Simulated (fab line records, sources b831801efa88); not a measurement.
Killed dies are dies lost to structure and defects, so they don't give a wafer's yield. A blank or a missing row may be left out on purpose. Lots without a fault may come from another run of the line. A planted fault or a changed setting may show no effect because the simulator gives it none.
fab line records | flow sky130
record lots=13 wafers=39 last_day=50
route steps=708 shown PWDE@46 SD_P@328 METAL2@486 PAD_OPEN@708
lots that met no fault: from a run of the same line without faults
start_h: hours from the record's first day to the start of the lot's first wafer shown | wait_h: hours since the lot's step before | " the same as in the row above | L1.1+2: a row that stands for several wafers | - no value, or no start given | * or withheld: withheld | < > ~ a bound
route shown NAME@n: a module of which the file shows steps, and the number in the route of the first | usual: mean/standard deviation of fault-free wafers | same: alike in all rows | chamber/n: place in a boat | sites: the reading at each site | _std_site: their standard deviation | _edge_site: outer sites' mean less inner sites' | radius_mm: how far each site lies from the wafer's centre | mask NAME#n: copy n | behind: the tool/chamber that last shaped the wafer | hold: why the lot was held/for how many hours/how that ended | device: the transistor (n, p or np) that didn't switch | end of line: the same wafers' tests at the end of the route | a step without rows: its recipe alone | killed: dies lost to structure and defects at the first sort, not the wafer's yield | map: a wafer's dies, x killed, . not, _ none there
set.NAME: the setting as run; set.NAME@STEP: as run at that earlier step | model.NAME: the simulator's own value behind a step, which no gauge read
steps of the route over a sample of lots; a table a step, a row a wafer
services: from which hour (start_h, from the record's first day; less than 0 if before it) a tool's chamber was out of use, for how many hours, and why
## steps
# step SKY_PWDE_HMDS_01
# recipe prime_time_s=60 prime_temp_c=120
# usual prime_temp_c=119.98/0.15
# columns lot.wafer tool chamber start_h wait_h prime_temp_c
L110.1 litho_track-01 0 60.53 0.1 120.24
L110.4 " 0 " " 119.95
L110.5 " 0 " " 119.92
L111.1 litho_track-03 0 68.39 0.1 120.06
L111.3 " 0 " " 120.27
L111.4 " 0 " " 120.28
L112.1 litho_track-03 0 69.69 0.1 119.86
L112.3 " 0 " " 119.84
L112.6 " 0 " " 119.87
L115.1 litho_track-02 0 89.01 0.1 119.61
L115.2 " 0 " " 119.79
L115.4 " 0 " " 119.78
L119.1 litho_track-03 0 109.49 0.1 118.84
L119.3 " 0 " " 118.83
L119.5 " 0 " " 118.73
L122.1 litho_track-03 0 127.74 0.1 118.61
L122.2 " 0 " " 118.49
L122.4 " 0 " " 118.58
L123.1 litho_track-01 0 131.33 0.1 119.86
L123.3 " 0 " " 120.10
L123.6 " 0 " " 119.79
L124.1 litho_track-02 0 137.26 0.1 120.10
L124.3 " 0 " " 119.88
L124.6 " 0 " " 120.08
L126.1 litho_track-01 0 149.08 0.1 119.80
L126.2 " 0 " " 119.99
L126.5 " 0 " " 119.90
L128.1 litho_track-02 0 158.91 0.1 120.01
L128.2 " 0 " " 120.17
L128.5 " 0 " " 119.95
L130.3 litho_track-02 0 174.81 0.1 120.02
L130.4 " 0 " " 120.02
L130.5 " 0 " " 120.03
L131.2 litho_track-01 0 180.90 0.1 119.95
L131.3 " 0 " " 120.03
L131.6 " 0 " " 120.05
L132.1 litho_track-01 0 185.93 0.1 120.25
L132.3 " 0 " " 120.09
L132.6 " 0 " " 120.05
# step SKY_SD_P_OVL_MEAS_08
# usual SD_P_OVL=-0.3/1.3
# columns lot.wafer tool chamber start_h wait_h SD_P_OVL[nm]
L110.1 overlay-01 - 581.69 0.1 -0.9
L110.4 " - " " 0.3
L110.5 " - " " -2.2
L111.1 overlay-02 - 601.19 0.1 -0.5
L111.3 " - " " 0.7
L111.4 " - " " 1.8
L112.1 overlay-02 - 606.38 0.1 -1.3
L112.3 " - " " -0.4
L112.6 " - " " 0.0
L115.1 overlay-01 - 632.98 0.1 1.0
L115.2 " - " " 1.0
L115.4 " - " " -0.3
L119.1 overlay-01 - 665.03 0.1 -2.0
L119.3 " - " " -3.7
L119.5 " - " " -1.2
L122.1 overlay-02 - 694.88 0.1 -0.5
L122.2 " - " " -0.3
L122.4 " - " " -0.2
L123.1 overlay-02 - 698.53 0.1 1.0
L123.3 " - " " 0.2
L123.6 " - " " -1.5
L124.1 overlay-01 - 702.74 0.1 -2.1
L124.3 " - " " -2.3
L124.6 " - " " -3.0
L126.1 overlay-02 - 721.84 0.1 0.4
L126.2 " - " " -0.8
L126.5 " - " " -1.9
L128.1 overlay-01 - 731.88 0.1 1.0
L128.2 " - " " -0.6
L128.5 " - " " -0.6
L130.3 overlay-02 - 755.00 0.1 -0.9
L130.4 " - " " 0.1
L130.5 " - " " -0.8
L131.2 overlay-01 - 764.55 0.1 2.2
L131.3 " - " " 0.9
L131.6 " - " " 1.4
L132.1 overlay-02 - 770.54 0.1 -0.3
L132.3 " - " " -0.4
L132.6 " - " " -0.3
# step SKY_METAL2_SPUTTER_03
# recipe material=Ti target_thk_nm=5 power_w=3000 time_s=3.3 chamber_pressure_pa=0.4
# usual chamber_pressure_pa=0.3999/0.00078 throttle_valve_pct=30.4/0.85
# columns lot.wafer tool chamber start_h wait_h chamber_pressure_pa throttle_valve_pct
L110.1 pvd_sputter-02 - 789.17 0.0 0.4005 31.2
L110.4 " - " " 0.4006 31.2
L110.5 " - " " 0.4008 31.3
L111.1 pvd_sputter-02 - 805.20 0.0 0.3998 30.1
L111.3 " - " " 0.4008 32.0
L111.4 " - " " 0.4010 31.4
L112.1 pvd_sputter-01 - 811.82 0.0 0.3998 31.7
L112.3 " - " " 0.4004 29.5
L112.6 " - " " 0.4003 31.5
L115.1 pvd_sputter-03 - 835.08 0.0 0.4013 30.5
L115.2 " - " " 0.4011 30.0
L115.4 " - " " 0.3986 30.4
L119.1 pvd_sputter-03 - 864.27 0.0 0.4023 30.5
L119.3 " - " " 0.4001 30.2
L119.5 " - " " 0.4008 30.3
L122.1 pvd_sputter-03 - 890.85 0.0 0.3985 29.8
L122.2 " - " " 0.3995 29.6
L122.4 " - " " 0.3995 30.3
L123.1 pvd_sputter-01 - 896.17 0.0 0.3991 31.1
L123.3 " - " " 0.3998 31.5
L123.6 " - " " 0.3986 28.6
L124.1 pvd_sputter-01 - 898.61 0.0 0.3997 28.9
L124.3 " - " " 0.4008 29.6
L124.6 " - " " 0.4000 31.0
L126.1 pvd_sputter-02 - 916.87 0.0 0.4001 30.0
L126.2 " - " " 0.3996 31.1
L126.5 " - " " 0.3997 31.2
L128.1 pvd_sputter-03 - 925.04 0.0 0.4003 30.3
L128.2 " - " " 0.3997 29.8
L128.5 " - " " 0.4003 30.5
L130.3 pvd_sputter-03 - 946.81 0.0 0.3996 29.8
L130.4 " - " " 0.3984 30.1
L130.5 " - " " 0.3998 30.2
L131.2 pvd_sputter-01 - 955.96 0.0 0.3999 31.2
L131.3 " - " " 0.3993 29.1
L131.6 " - " " 0.4001 31.0
L132.1 pvd_sputter-03 - 960.24 0.0 0.4013 30.6
L132.3 " - " " 0.3999 29.8
L132.6 " - " " 0.4001 30.5
# step SKY_METAL2_RS_MEAS_05
# recipe thk_meas_gauge=four-point-probe reads=TiN_of_METAL2_SPUTTER_04+Ti_of_METAL2_SPUTTER_03+AlCu_of_METAL2_SPUTTER_02+TiN_of_METAL2_SPUTTER_01+Ti_of_METAL2_SPUTTER_00
# usual METAL2_ALCU_RS=0.1270/0.0013
# columns lot.wafer tool chamber start_h wait_h METAL2_ALCU_RS[ohm/sq]
L110.1 film_metro-02 - 789.24 0.0 0.1272
L110.4 " - " " 0.1284
L110.5 " - " " 0.1277
L111.1 film_metro-02 - 805.27 0.0 0.1256
L111.3 " - " " 0.1251
L111.4 " - " " 0.1274
L112.1 film_metro-02 - 811.89 0.0 0.1279
L112.3 " - " " 0.1276
L112.6 " - " " 0.1266
L115.1 film_metro-02 - 835.14 0.0 0.1299
L115.2 " - " " 0.1303
L115.4 " - " " 0.1279
L119.1 film_metro-01 - 864.34 0.0 0.1272
L119.3 " - " " 0.1280
L119.5 " - " " 0.1267
L122.1 film_metro-04 - 890.91 0.0 0.1278
L122.2 " - " " 0.1288
L122.4 " - " " 0.1268
L123.1 film_metro-04 - 896.23 0.0 0.1267
L123.3 " - " " 0.1262
L123.6 " - " " 0.1265
L124.1 film_metro-02 - 898.67 0.0 0.1265
L124.3 " - " " 0.1291
L124.6 " - " " 0.1259
L126.1 film_metro-02 - 916.94 0.0 0.1287
L126.2 " - " " 0.1294
L126.5 " - " " 0.1281
L128.1 film_metro-01 - 925.11 0.0 0.1267
L128.2 " - " " 0.1281
L128.5 " - " " 0.1263
L130.3 film_metro-01 - 946.91 0.1 0.1274
L130.4 " - " " 0.1248
L130.5 " - " " 0.1255
L131.2 film_metro-02 - 956.04 0.0 0.1263
L131.3 " - " " 0.1266
L131.6 " - " " 0.1269
L132.1 film_metro-02 - 960.31 0.0 0.1263
L132.3 " - " " 0.1261
L132.6 " - " " 0.1266
# step SKY_PAD_OPEN_PROBE_99
# usual killed_at_M0_to_M3=43/7.1 killed_at_M4_up=3.1/1.7 killed_at_contacts=23/5.1 killed_at_front_end=14/4.4 killed_at_other=0.3/0.47 killed_dies=84/9.9 killed_open=45/6.6 killed_short=38/6.8
# same gross_dies=492 killed_at_back_side=0
# columns lot.wafer tool chamber start_h wait_h killed_at_M0_to_M3 killed_at_M4_up killed_at_contacts killed_at_front_end killed_at_other killed_dies killed_open killed_short
L126.1 prober-01 - 1167.91 0.1 48 3 21 20 0 92 43 49
L126.2 prober-01 - 1167.96 0.1 52 1 33 12 0 98 52 46
L126.5 prober-01 - 1168.11 0.2 52 8 20 13 1 94 50 44
# killed by level:class
L126.1 METAL1:geometric_particle:short=10 VIA1:geometric_particle:open=10 FIELD_ISO:geometric_particle:short=8 VIA2:geometric_particle:open=7 VIA1:geometric_particle:short=6 CONTACT:geometric_particle:short=5 CONTACT:geometric_particle:open=5 LOCAL_INTERCONNECT:geometric_particle:short=4
L126.2 CONTACT:geometric_particle:open=13 VIA1:geometric_particle:open=9 METAL1:geometric_particle:short=9 METAL2:geometric_particle:short=8 LI_CONTACT:geometric_particle:open=7 VIA3:geometric_particle:open=7 POLY_GATE:geometric_particle:open=6 LOCAL_INTERCONNECT:geometric_particle:short=5
L126.5 CONTACT:geometric_particle:open=11 VIA3:geometric_particle:open=11 METAL2:geometric_particle:short=7 METAL1:geometric_particle:short=6 VIA3:geometric_particle:short=6 VIA1:geometric_particle:open=5 FIELD_ISO:geometric_particle:open=4 POLY_GATE:geometric_particle:short=4
## services
# columns tool chamber start_h hours kind
pvd_sputter-02 - 41.86 3.0 repair
pvd_sputter-01 - 111.44 1.8 repair
pvd_sputter-02 - 138.15 1.0 repair
pvd_sputter-01 - 187.60 0.5 repair
pvd_sputter-02 - 218.12 1.8 repair
pvd_sputter-01 - 230.23 2.9 repair
pvd_sputter-01 - 264.37 5.9 repair
pvd_sputter-03 - 307.66 3.3 repair
pvd_sputter-02 - 367.10 3.4 repair
pvd_sputter-03 - 407.21 0.8 repair
pvd_sputter-02 - 426.96 8.9 repair
pvd_sputter-02 - 427.37 2.6 repair
pvd_sputter-01 - 439.53 3.3 repair
pvd_sputter-02 - 460.98 26.9 repair
pvd_sputter-03 - 482.28 14.7 repair
pvd_sputter-03 - 608.74 1.7 repair
pvd_sputter-03 - 656.71 2.8 repair
pvd_sputter-01 - 777.99 8.0 repair
pvd_sputter-01 - 798.65 1.4 repair
pvd_sputter-03 - 798.98 1.0 repair
pvd_sputter-01 - 854.80 13.4 repair
pvd_sputter-03 - 877.44 1.2 repair
pvd_sputter-01 - 884.34 2.2 repair
pvd_sputter-01 - 917.96 1.3 repair
## key
first_sign step=SKY_PWDE_HMDS_01 reading=prime_temp_c direction=down sigmas=8.9 usual=* struck=*
effect none on later readings
met_at SKY_PWDE_HMDS_01
struck_lots L119,L122
tester_left_out L119,L122
not_acting_at SKY_SD_P_OVL_MEAS_08,SKY_METAL2_SPUTTER_03,SKY_METAL2_RS_MEAS_05
onset_between 69.69 109.49
fault kind=process_parameter_drift tool=litho_track-03 chamber=- onset_h=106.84 steps=SKY_PWDE_HMDS_01 channel=prime_temp_c offset=* shape=step end_h=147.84 acts_in=* stated=*
# tester_left_out: of these lots the tester's yield and bins aren't shown, on N5 and GAA mostly nor the transistor test; their killed dies are dies lost to structure and defects alone, not to doping, threshold or leakage, so they don't give the yield
